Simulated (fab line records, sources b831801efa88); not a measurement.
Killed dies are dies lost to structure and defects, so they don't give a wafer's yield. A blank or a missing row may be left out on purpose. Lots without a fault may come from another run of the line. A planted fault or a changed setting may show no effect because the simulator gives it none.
Tool commonality check | flow sky130 | 12 lots, 36 wafers sampled

WHY IT WAS OPENED
At SKY_PWDE_TW_MEAS_10 the reading PWDE_TW is flagged on 3 of 12 lots. Wafers without a fault read 377.0, standard deviation 1.9.
Rule: a lot is flagged when every wafer of it that has a number lies more than 4 standard deviations from that mean, or none has a number. The other lots count as sound.

lot  | measured    | on            | PWDE_TW, wafer by wafer | flag
L376 | day 3 20:14 | film_metro-04 | 374.8 375.0 376.7       |
L377 | day 4 03:31 | film_metro-01 | 375.9 378.1 377.4       |
L378 | day 4 07:41 | film_metro-01 | 377.2 376.9 376.4       |
L379 | day 4 12:02 | film_metro-02 | 376.3 375.8 375.3       |
L380 | day 4 19:13 | film_metro-01 | 376.7 375.5 378.2       |
L388 | day 6 19:34 | film_metro-01 | 449.9 448.7 447.5       | FLAGGED
L389 | day 7 00:33 | film_metro-02 | 448.8 448.2 448.3       | FLAGGED
L390 | day 7 04:17 | film_metro-02 | 448.1 451.4 446.0       | FLAGGED
L391 | day 7 12:17 | film_metro-02 | 376.0 375.9 375.8       |
L392 | day 7 18:35 | film_metro-01 | 376.4 375.7 375.9       |
L397 | day 8 23:10 | film_metro-04 | 375.2 373.9 373.6       |
L399 | day 9 03:19 | film_metro-02 | 376.5 376.8 380.1       |
The numbers of the flagged lots are 448.5 on average: +71.5 against the usual, or +38 standard deviations.

WHICH TOOL RAN EACH LOT
The record holds 1 process step before the reading, out of a route of 708 steps. In each cell: the tool, then ch and the chambers that the sampled wafers went through, then the start.
lot  | flag    | SKY_PWDE_IMPLANT_08
L376 |         | implanter-04 ch 0, day 3 20:00
L377 |         | implanter-01 ch 0, day 4 03:17
L378 |         | implanter-02 ch 0, day 4 07:26
L379 |         | implanter-01 ch 0, day 4 11:48
L380 |         | implanter-02 ch 0, day 4 18:58
L388 | FLAGGED | implanter-02 ch 0, day 6 19:19
L389 | FLAGGED | implanter-02 ch 0, day 7 00:20
L390 | FLAGGED | implanter-02 ch 0, day 7 04:05
L391 |         | implanter-01 ch 0, day 7 12:02
L392 |         | implanter-01 ch 0, day 7 18:20
L397 |         | implanter-04 ch 0, day 8 22:55
L399 |         | implanter-01 ch 0, day 9 03:04
What these steps do:
- SKY_PWDE_IMPLANT_08
- SKY_PWDE_TW_MEAS_10

FLAGGED OVER TOTAL, TOOL BY TOOL (the gauges that took the reading come last)
step                | tool          | lots run | flagged | share of the flagged lots | sound lots run after its first flagged lot
SKY_PWDE_IMPLANT_08 | implanter-01  | 5        | 0       | none                      | -
SKY_PWDE_IMPLANT_08 | implanter-02  | 5        | 3       | all                       | 0
SKY_PWDE_IMPLANT_08 | implanter-04  | 2        | 0       | none                      | -
SKY_PWDE_TW_MEAS_10 | film_metro-01 | 5        | 1       | some                      | 1 (L392)
SKY_PWDE_TW_MEAS_10 | film_metro-02 | 5        | 2       | some                      | 2 (L391,L399)
SKY_PWDE_TW_MEAS_10 | film_metro-04 | 2        | 0       | none                      | -

WHAT THE TABLE ALLOWS
1 row of the table ran every flagged lot: implanter-02 at SKY_PWDE_IMPLANT_08.
- implanter-02 at SKY_PWDE_IMPLANT_08: 3 of its 5 lots flagged. Its last sound lot is L380 (day 4 18:58), its first flagged lot L388 (day 6 19:19): a fault that began between those two fits. Its own readings lie more than 4 standard deviations out on every wafer of the flagged lots: dose_ions_cm2, faraday_current_uA.
One tool is left: implanter-02 at SKY_PWDE_IMPLANT_08.

WHAT THE SIMULATOR HAD PUT IN
Process parameter drift: implanter-02, from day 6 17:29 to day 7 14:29, at SKY_PWDE_IMPLANT_08. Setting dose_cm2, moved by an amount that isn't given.
Lots struck among those shown: L388, L389, L390. The rule above found the same.
